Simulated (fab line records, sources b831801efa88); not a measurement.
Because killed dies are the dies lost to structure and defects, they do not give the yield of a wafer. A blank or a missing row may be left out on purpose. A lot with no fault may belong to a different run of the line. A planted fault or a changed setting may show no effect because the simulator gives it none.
A lot that was struck, set against a sound lot	flow gf180mcu	16 steps out of a route of 602
Sound: the wafers L509.1, L509.4, L509.6. Struck: wafers L523.1, L523.3 (left out: L523.6, a lot-mate that was not struck); the cause follows at the end.
Each step with rows lists, per side, the tool, then ch with its chambers, then its first start. Under that, the readings that differ: sound wafers	struck wafers	difference of the means	sigmas: that difference in standard deviations of wafers without a fault.
alike: a reading whose means differ by less than 2 such deviations, as well as words and numbers matching on both sides. not compared: withheld readings; readings where some wafer has no value; bounds like >300 that might hide an equal value; numbers whose values overlap and for which the record gives no deviation.
Wherever a step has rows on one side only, a row that says differs or no value, or a row with sigmas, the two part there. Numbers that have no deviation but don't overlap get no sigmas and don't part them. A reading missing from all wafers of one side parts the sides only when that side holds two or more wafers.

first, 9 steps without rows for these wafers: GF_MIM_STRIP_21 (strips in post etch residue remover, time 1200 s); GF_MIM_CLEAN_22 (cleans in DIW); GF_M5_DEHYDRATE_00 (time 60 s); GF_M5_HMDS_01 (prime time 60 s); GF_M5_COAT_02 (resist thk 1000 nm); GF_M5_SOFTBAKE_03 (time 60 s); GF_M5_EXPOSE_04 (exposes mask Metal5, target cd 280 nm); GF_M5_PEB_05 (peb time 90 s); GF_M5_DEVELOP_06 (develop time 60 s).
GF_M5_CD_MEAS_07 targets a cd of 280 nm.
  sound on cd_sem-02, day 26 05:12; struck on cd_sem-02, day 30 18:37
  alike: cd_nm
GF_M5_OVL_MEAS_08:
  sound on overlay-02, day 26 05:19; struck on overlay-02, day 30 18:44
  alike: M5_OVL
GF_M5_ETCH_09: etches Si3N4 in CF4/O2, target depth 52 nm, time 11.6 s.
  sound on rie_diel-02 ch 0,2,3, day 26 05:21; struck on rie_diel-02 ch 1,2, day 30 18:47
  alike: drypump_motor_current_A, oes_product_au, rf_fwd_power_W, throttle_valve_pct
  not compared: rf_hours_counter_h
GF_M5_METAL_ETCH_10: etches the open film in Cl2/BCl3, stops on SiO2, target depth 627.5 nm, time 104.6 s.
  sound on rie_metal-01 ch 1, day 26 05:23; struck on rie_metal-01 ch 0, day 30 18:48
reading	sound	struck	difference	sigmas
drypump_motor_current_A (A)	5.1 5.0 5.1	6.2 6.2	+1.1	+3
oes_product_au (a.u.)	0.975 0.973 0.976	0.926 0.915	-0.054	-8
rf_fwd_power_W (W)	789 793 794	667 669	-124	-35
throttle_valve_pct (%)	28.256 28.248 28.243	28.306 28.311	+0.060	+5
model.M5.feature_depth_nm (nm)	604.1 607.4 605.3	550.5 546.9	-56.9	
model.etch.depth_nm (nm)	604.1 607.4 605.3	550.5 546.9	-56.9	
model.KrF_of_M5_COAT_02.thk_nm (nm)	700.3 700.7 698.7	731.5 731.2	+31.5	
  not compared: rf_hours_counter_h
GF_M5_STRIP_11: strips in O2/N2.
  sound on plasma_asher-04 ch 0,1, day 26 05:36; struck on plasma_asher-04 ch 0,1, day 30 18:57
reading	sound	struck	difference	sigmas
oes_product_au (a.u.)	0.538 0.543 0.536	0.550 0.558	+0.015	+3
strip_time_to_endpoint_s (s)	7.53 7.53 7.53	7.86 7.83	+0.32	+8
  alike: drypump_motor_current_A, heater_power_w
  not compared: rf_hours_counter_h
then, 1 step without rows for these wafers: GF_M5_STRIP_12 (strips in post etch residue remover, time 1200 s).
-- the record jumps here: 2 days lie between the struck wafers' starts before and after (it left off in module M5 and takes up again in module PASSIVATION, whose first step shown is number 602 of the route) --
GF_PASSIVATION_PROBE_99:
  sound on prober-02, day 28 23:35; struck on prober-01, day 33 03:11
reading	sound	struck	difference	sigmas
model.etest.diode_pplus_nwell.over_limit	0 0 0	1 1	+1	
model.etest.p_drift.short	0 0 0	1 1	+1	
model.etest.via2_chain.short	0 0 0	1 1	+1	
model.etest.via1_chain.short	0 0 0	1 1	+1	
model.etest.ppoly_sal.short	0 0 0	1 1	+1	
model.etest.iso_pplus_pwell.over_limit	0 0 0	1 1	+1	
model.etest.nplus_u.short	0 0 0	1 1	+1	
model.etest.contact_nplus.short	0 0 0	1 1	+1	

## WHERE THEY PART
Last at GF_M5_STRIP_11 as far as this record goes, first at GF_M5_METAL_ETCH_10.

WHY: what had been put in by the simulator
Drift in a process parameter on rie_metal-01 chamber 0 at GF_M5_METAL_ETCH_10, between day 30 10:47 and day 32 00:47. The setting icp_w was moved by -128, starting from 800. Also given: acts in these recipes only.
